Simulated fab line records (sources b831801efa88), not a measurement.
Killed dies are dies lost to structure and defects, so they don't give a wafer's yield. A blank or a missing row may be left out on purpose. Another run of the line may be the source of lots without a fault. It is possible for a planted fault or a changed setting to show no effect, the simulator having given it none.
fab line records | flow sky130
record: lots: 13 wafers: 39 last-day: 50
route steps=708 shown PWDE@55 LDD_LDN@297 SD_N@356 CONTACT@420 PAD_OPEN@708
lots that met no fault: from a run of the same line without faults
start-h: the number of hours between the record's first day and the start of the first shown wafer of the lot | wait-h: hours since the lot's step before | " repeats the value in the row above | L1.1+2: one row covering several wafers at once | - no value, or no start given | * or withheld: withheld | < > ~ a bound
route shown NAME@n: NAME is a module with steps in the file, n the number in the route of the first one | usual: the fault-free wafers' mean and standard deviation | same: alike in all rows | chamber/n: place in a boat | sites: readings site by site | _std_site: their standard deviation | _edge_site: mean of outer sites minus mean of inner sites | radius-mm: for every site, how far away it sits from the centre of the wafer | mask NAME#n: copy n | behind: the most recent tool/chamber to have shaped the wafer | hold: why the lot was held/for how many hours/how that ended | device: the transistor (n, p or np) that didn't switch | end of line: the tests these same wafers got at the end of their route | where a step has no rows: the recipe by itself | killed: dies lost to structure and defects at the first sort, not the wafer's yield | map: dies across one wafer; x = killed, . = not, _ = none there
set.NAME: setting as actually run; set.NAME@STEP: the setting as run at that earlier step | model.NAME: the simulator's own value behind a step, which no gauge read
a sample of lots followed through the steps of the route, with each step as a table and each wafer as a row
services: a tool's chamber out of use, with start hour (start-h, from the record's first day; less than 0 if before it), hours out, and reason
== steps ==
step: SKY_PWDE_TW_MEAS_10
usual: PWDE_TW: 374/4.5
columns lot.wafer tool chamber start-h wait-h PWDE_TW
L542.2 film-metro-01 - 74.35 0.1 374
L542.3 " - " " 373
L542.6 " - " " 373
L543.3 film-metro-01 - 77.91 0.1 373
L543.4 " - " " 372
L543.6 " - " " 371
L544.3 film-metro-03 - 82.87 0.1 383
L544.4 " - " " 381
L544.5 " - " " 383
L545.1 film-metro-04 - 90.64 0.1 370
L545.2 " - " " 371
L545.3 " - " " 370
L546.2 film-metro-01 - 97.60 0.1 372
L546.3 " - " " 373
L546.4 " - " " 372
L551.2 film-metro-03 - 122.05 0.1 384
L551.3 " - " " 385
L551.5 " - " " 384
L554.1 film-metro-03 - 139.84 0.1 380
L554.2 " - " " 384
L554.5 " - " " 382
L555.1 film-metro-01 - 144.74 0.1 375
L555.2 " - " " 373
L555.3 " - " " 374
L556.1 film-metro-01 - 151.39 0.1 370
L556.3 " - " " 372
L556.5 " - " " 370
L561.1 film-metro-01 - 181.94 0.1 371
L561.4 " - " " 373
L561.5 " - " " 372
L562.3 film-metro-01 - 190.11 0.1 373
L562.4 " - " " 373
L562.6 " - " " 373
L563.4 film-metro-01 - 193.87 0.1 373
L563.5 " - " " 372
L563.6 " - " " 372
L564.2 film-metro-04 - 199.66 0.1 366
L564.3 " - " " 367
L564.4 " - " " 368
step: SKY_LDD_LDN_IMPLANT_08
recipe: species: As energy-kev: 15 dose-cm2: 1.25e+13 tilt-deg: withheld rotation-deg: 23
usual: dose-ions-cm2: 1.2497e+13/1.4e+10
columns lot.wafer tool chamber start-h wait-h dose-ions-cm2
L542.2 implanter-02 0 529.83 0.1 1.2507e+13
L542.3 " 0 " " 1.2503e+13
L542.6 " 0 " " 1.2502e+13
L543.3 implanter-03 0 544.35 0.1 1.2484e+13
L543.4 " 0 " " 1.2482e+13
L543.6 " 0 " " 1.2479e+13
L544.3 implanter-04 0 549.85 0.1 1.2505e+13
L544.4 " 0 " " 1.2501e+13
L544.5 " 0 " " 1.251e+13
L544.3 implanter-04 0 550.17 0.3 1.2501e+13
L544.4 " 0 " " 1.2487e+13
L544.5 " 0 " " 1.2475e+13
L545.1 implanter-04 0 561.49 0.0 1.2486e+13
L545.2 " 0 " " 1.249e+13
L545.3 " 0 " " 1.2509e+13
L546.2 implanter-02 0 580.51 0.0 1.2487e+13
L546.3 " 0 " " 1.2491e+13
L546.4 " 0 " " 1.2496e+13
L546.2 implanter-02 0 580.83 0.3 1.2497e+13
L546.3 " 0 " " 1.252e+13
L546.4 " 0 " " 1.2492e+13
L551.2 implanter-03 0 603.97 0.0 1.2497e+13
L551.3 " 0 " " 1.2508e+13
L551.5 " 0 " " 1.249e+13
L554.1 implanter-03 0 630.59 0.0 1.248e+13
L554.2 " 0 " " 1.2463e+13
L554.5 " 0 " " 1.249e+13
L554.1 implanter-03 0 630.90 0.3 1.2502e+13
L554.2 " 0 " " 1.2503e+13
L554.5 " 0 " " 1.2497e+13
L555.1 implanter-04 0 639.94 0.0 1.2502e+13
L555.2 " 0 " " 1.2507e+13
L555.3 " 0 " " 1.2488e+13
L556.1 implanter-04 0 647.29 0.0 1.2503e+13
L556.3 " 0 " " 1.2505e+13
L556.5 " 0 " " 1.25e+13
L561.1 implanter-04 0 691.39 0.1 1.2517e+13
L561.4 " 0 " " 1.2486e+13
L561.5 " 0 " " 1.2495e+13
L562.3 implanter-04 0 699.10 0.1 1.2503e+13
L562.4 " 0 " " 1.2516e+13
L562.6 " 0 " " 1.2496e+13
L563.4 implanter-03 0 704.72 0.1 1.2524e+13
L563.5 " 0 " " 1.2509e+13
L563.6 " 0 " " 1.2513e+13
L564.2 implanter-04 0 712.96 0.0 1.2513e+13
L564.3 " 0 " " 1.2519e+13
L564.4 " 0 " " 1.2516e+13
step: SKY_LDD_LDN_TW_MEAS_13
usual: LDD_LDN_TW: 1496/20
columns lot.wafer tool chamber start-h wait-h LDD_LDN_TW
L542.2 film-metro-04 - 530.52 0.1 1449
L542.3 " - " " 1440
L542.6 " - " " 1447
L543.3 film-metro-03 - 545.02 0.1 1507
L543.4 " - " " 1498
L543.6 " - " " 1508
L544.3 film-metro-03 - 550.84 0.1 1610
L544.4 " - " " 1607
L544.5 " - " " 1604
L545.1 film-metro-02 - 562.19 0.1 1507
L545.2 " - " " 1502
L545.3 " - " " 1501
L546.2 film-metro-03 - 581.51 0.1 1619
L546.3 " - " " 1607
L546.4 " - " " 1609
L551.2 film-metro-02 - 604.66 0.1 1501
L551.3 " - " " 1500
L551.5 " - " " 1492
L554.1 film-metro-03 - 631.65 0.1 1610
L554.2 " - " " 1610
L554.5 " - " " 1611
L555.1 film-metro-02 - 640.64 0.1 1485
L555.2 " - " " 1496
L555.3 " - " " 1492
L556.1 film-metro-02 - 647.99 0.1 1489
L556.3 " - " " 1501
L556.5 " - " " 1510
L561.1 film-metro-02 - 693.33 0.1 1500
L561.4 " - " " 1500
L561.5 " - " " 1495
L562.3 film-metro-03 - 699.77 0.1 1514
L562.4 " - " " 1512
L562.6 " - " " 1512
L563.4 film-metro-02 - 705.38 0.1 1502
L563.5 " - " " 1499
L563.6 " - " " 1498
L564.2 film-metro-02 - 713.65 0.1 1501
L564.3 " - " " 1507
L564.4 " - " " 1504
step: SKY_SD_N_RTA_14
recipe: temp-c: 1075 time-s: 2 idle-temp-c: 650 ramp-up-c-per-s: 150 ramp-down-c-per-s: 90 ambient: N2
usual: anneal-temp-c-max: 1081.0/2.8 lamp-power-pct: 15.73/0.053 wafer_temp_C_max: 1078.2/1.4
columns lot.wafer tool chamber start-h wait-h anneal-temp-c-max lamp-power-pct wafer_temp_C_max
L542.2 rtp-anneal-01 0 650.63 0.0 1078.4 15.70 1079.7
L542.3 " 0 " " 1077.8 15.69 1078.6
L542.6 " 0 " " 1077.6 15.75 1077.1
L543.3 rtp-anneal-02 0 662.33 0.0 1086.5 15.82 1078.7
L543.4 " 0 " " 1082.0 15.69 1078.2
L543.6 " 0 " " 1084.1 15.87 1078.4
L544.3 rtp-anneal-01 0 670.80 0.0 1078.2 15.72 1077.3
L544.4 " 0 " " 1078.6 15.69 1079.0
L544.5 " 0 " " 1079.7 15.74 1077.0
L545.1 rtp-anneal-02 0 679.72 0.0 1084.4 15.82 1076.8
L545.2 " 0 " " 1083.1 15.81 1077.1
L545.3 " 0 " " 1083.5 15.68 1077.9
L546.2 rtp-anneal-01 0 695.93 0.0 1078.2 15.77 1076.7
L546.3 " 0 " " 1079.7 15.72 1079.5
L546.4 " 0 " " 1079.5 15.82 1078.1
L551.2 rtp-anneal-02 0 719.34 0.0 1085.8 15.76 1079.1
L551.3 " 0 " " 1083.4 15.73 1076.6
L551.5 " 0 " " 1085.9 15.67 1079.1
L554.1 rtp-anneal-01 0 744.52 0.0 1078.5 15.72 1077.2
L554.2 " 0 " " 1078.6 15.68 1077.7
L554.5 " 0 " " 1078.3 15.75 1077.5
L555.1 rtp-anneal-02 0 752.63 0.0 1085.3 15.68 1077.3
L555.2 " 0 " " 1083.3 15.74 1078.0
L555.3 " 0 " " 1081.5 15.70 1080.0
L556.1 rtp-anneal-01 0 759.84 0.0 1077.5 15.83 1076.1
L556.3 " 0 " " 1079.9 15.68 1079.3
L556.5 " 0 " " 1077.9 15.70 1076.7
L561.1 rtp-anneal-02 0 803.62 0.0 1082.8 15.71 1077.5
L561.4 " 0 " " 1081.7 15.75 1077.8
L561.5 " 0 " " 1082.6 15.77 1078.6
L562.3 rtp-anneal-01 0 809.58 0.0 1077.9 15.68 1077.6
L562.4 " 0 " " 1077.2 15.75 1080.1
L562.6 " 0 " " 1077.4 15.72 1075.8
L563.4 rtp-anneal-02 0 814.54 0.0 1086.5 15.72 1077.4
L563.5 " 0 " " 1083.5 15.74 1080.8
L563.6 " 0 " " 1083.3 15.82 1081.3
L564.2 rtp-anneal-01 0 821.74 0.0 1078.2 15.82 1078.2
L564.3 " 0 " " 1077.9 15.65 1079.1
L564.4 " 0 " " 1078.2 15.80 1076.3
step: SKY_CONTACT_CD_MEAS_14
recipe: target-cd-nm: 170
usual: cd-nm: 170.3/1.4
columns lot.wafer tool chamber start-h wait-h cd-nm
L542.2 cd-sem-01 - 737.27 - 169.9
L542.3 " - " " 169.6
L542.6 " - " " 169.1
L543.3 cd-sem-02 - 749.99 - 169.4
L543.4 " - " " 170.5
L543.6 " - " " 169.3
L544.3 cd-sem-02 - 756.39 - 170.8
L544.4 " - " " 172.3
L544.5 " - " " 171.5
L545.1 cd-sem-01 - 765.52 - 172.1
L545.2 " - " " 170.3
L545.3 " - " " 170.0
L546.2 cd-sem-02 - 781.29 - 169.3
L546.3 " - " " 170.8
L546.4 " - " " 170.0
L551.2 cd-sem-01 - 804.27 - 168.3
L551.3 " - " " 168.3
L551.5 " - " " 168.8
L554.1 cd-sem-01 - 828.05 - 169.3
L554.2 " - " " 170.4
L554.5 " - " " 169.4
L555.1 cd-sem-01 - 834.37 - 168.9
L555.2 " - " " 170.6
L555.3 " - " " 169.4
L556.1 cd-sem-01 - 842.55 - 172.6
L556.3 " - " " 172.2
L556.5 " - " " 171.5
L561.1 cd-sem-01 - 885.80 - 169.3
L561.4 " - " " 169.7
L561.5 " - " " 170.2
L562.3 cd-sem-01 - 891.04 - 170.1
L562.4 " - " " 169.2
L562.6 " - " " 168.0
L563.4 cd-sem-02 - 895.41 - 171.3
L563.5 " - " " 172.2
L563.6 " - " " 170.7
L564.2 cd-sem-01 - 903.47 - 171.4
L564.3 " - " " 171.8
L564.4 " - " " 171.3
step: SKY_PAD_OPEN_PROBE_99
usual: killed_at_M0_to_M3: 44/6.4 killed_at_M4_up: 3.0/1.8 killed-at-contacts: 24/5 killed-at-front-end: 16/4.3 killed-at-other: 0.4/0.76 killed-dies: 88/8.6 killed-open: 47/7.2 killed-short: 40/5.5
same: gross-dies: 492 killed-at-back-side: 0
columns lot.wafer tool chamber start-h wait-h killed_at_M0_to_M3 killed_at_M4_up killed-at-contacts killed-at-front-end killed-at-other killed-dies killed-open killed-short
L554.1 prober-02 - 1142.95 0.1 37 1 32 9 0 79 38 41
L554.2 prober-02 - 1143.00 0.1 38 3 31 12 1 85 40 45
L554.5 prober-02 - 1143.15 0.2 48 2 22 18 1 91 46 45
killed by level:class
L554.1 CONTACT:geometric-particle:open=8 METAL1:geometric-particle:short=8 LOCAL_INTERCONNECT:geometric-particle:short=7 CONTACT:geometric-particle:short=7 VIA1:geometric-particle:short=7 VIA3:geometric-particle:open=6 LI_CONTACT:geometric-particle:open=5 VIA1:geometric-particle:open=4
L554.2 CONTACT:geometric-particle:open=10 VIA2:geometric-particle:open=9 CONTACT:geometric-particle:short=8 METAL2:geometric-particle:short=7 FIELD_ISO:geometric-particle:short=5 LI_CONTACT:geometric-particle:open=5 VIA1:geometric-particle:open=5 METAL3:geometric-particle:short=5
L554.5 VIA1:geometric-particle:open=10 VIA2:geometric-particle:open=10 LI_CONTACT:geometric-particle:open=8 METAL1:geometric-particle:short=7 CONTACT:geometric-particle:open=6 POLY_GATE:geometric-particle:short=6 METAL3:geometric-particle:short=6 LOCAL_INTERCONNECT:geometric-particle:short=5
== services ==
columns tool chamber start-h hours kind
implanter-03 - 558.72 3.1 pm
implanter-03 - 571.96 2.7 repair
implanter-02 - 634.52 167.2 pm
implanter-03 - 745.27 4.4 repair
rtp-anneal-01 - 777.44 3.6 pm
implanter-04 - 787.02 4.0 pm
== key ==
first-sign: step: SKY_LDD_LDN_IMPLANT_08 reading: visit direction: added
effect: step: SKY_LDD_LDN_TW_MEAS_13 reading: LDD_LDN_TW direction: up sigmas: 5.8 usual: 1496 struck: 1610
met-at SKY_LDD_LDN_IMPLANT_08
struck-lots L544,L546,L554
tester-left-out L544,L546,L554
not-acting-at SKY_PWDE_TW_MEAS_10,SKY_SD_N_RTA_14,SKY_CONTACT_CD_MEAS_14
fault: kind: repeated-step-whole tool: implanter-02,implanter-03,implanter-04 chamber: - onset-h: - steps: SKY_LDD_LDN_IMPLANT_08 times: 1 scope: struck-lots-only
tester-left-out: of these lots the tester's yield and bins aren't shown, on N5 and GAA mostly nor the transistor test; their killed dies are dies lost to structure and defects alone, not to doping, threshold or leakage, so they don't give the yield
